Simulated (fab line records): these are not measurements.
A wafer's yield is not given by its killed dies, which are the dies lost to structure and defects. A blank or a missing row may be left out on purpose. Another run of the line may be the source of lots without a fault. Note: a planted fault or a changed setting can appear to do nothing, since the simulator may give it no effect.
2 desks looking at one fault | flow sky130 | each desk holds nothing but its own numbers, with what lay behind them at the end

## THE TOOL OWNER'S DESK: hdpcvd-01
The tool's own readings at SKY_VIA4_HDPCVD_00 (deposits SiO2, target thk 1750 nm, time 291.7 s): means of the sampled wafers that have a number, for each lot that ran on this tool. Marked OUT: a lot whose mean sits more than 4 standard deviations from the usual mean, which makes it out of limits; the brackets give that distance.
Columns: A = sih4 flow sccm at SKY_VIA4_HDPCVD_00, usual 60.00 sccm
lot  | first seen here | A
L834 | day 41 07:20    | 59.91
L836 | day 42 20:25    | 59.95
L842 | day 44 10:49    | 60.08
L843 | day 44 15:22    | 60.08
L844 | day 44 16:31    | 59.97
L847 | day 46 01:23    | 72.05 (+71) OUT
L846 | day 46 02:59    | 71.85 (+70) OUT
Finding of this desk: L846, L847 out of limits; the first was L847 at day 46 01:23, on sih4 flow sccm at SKY_VIA4_HDPCVD_00. L834, L836, L842, L843, L844: within limits.

## METROLOGY DESK
What the gauges read, lot by lot, whatever tool the lot ran on: means of the sampled wafers that have a number. Marked OUT: a lot whose mean sits more than 4 standard deviations from the usual mean, which makes it out of limits; the brackets give that distance.
Columns: A = cd nm at SKY_METAL4_CD_MEAS_13, usual 299.9 nm; B = VIA4_HDPCVD_THK at SKY_VIA4_THK_MEAS_01, usual 1759 nm
lot  | first seen here | A     | B
L834 | day 41 06:13    | 300.7 | 1741
L835 | day 42 03:22    | 300.8 | 1765
L836 | day 42 19:22    | 299.8 | 1728
L838 | day 42 19:53    | 300.5 | 1775
L840 | day 44 09:03    | 300.7 | 1754
L842 | day 44 09:46    | 302.4 | 1770
L843 | day 44 14:17    | 300.6 | 1759
L844 | day 44 15:29    | 300.6 | 1756
L847 | day 46 00:08    | 301.0 | 2112 (+21) OUT
L846 | day 46 01:45    | 299.2 | 2128 (+22) OUT
L845 | day 46 03:42    | 301.2 | 1744
L857 | day 47 23:16    | 301.7 | 1775
This desk's finding: out of limits on L846, L847; first on L847, day 46 01:34 (VIA4_HDPCVD_THK at SKY_VIA4_THK_MEAS_01). L834, L835, L836, L838, L840, L842, L843, L844, L845, L857: within limits.

## PUT TOGETHER
The tool owner's desk had the chance to raise an alarm at day 46 01:23 on L846, L847.
On L846, L847, the metrology desk was in a position to raise an alarm at day 46 01:34.
SKY_VIA4_HDPCVD_00 was run on hdpcvd-01 by each of the lots named.

## WHAT THE SIMULATOR PUT IN
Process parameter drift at SKY_VIA4_HDPCVD_00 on hdpcvd-01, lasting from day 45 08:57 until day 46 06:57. The setting sih4 flow sccm was moved by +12, starting from 60. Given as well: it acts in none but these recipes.
Struck lots among those shown: L846, L847.
Hours from the fault's start to each desk's first reading out of limits: the tool owner's desk, 16; the metrology desk, 17.
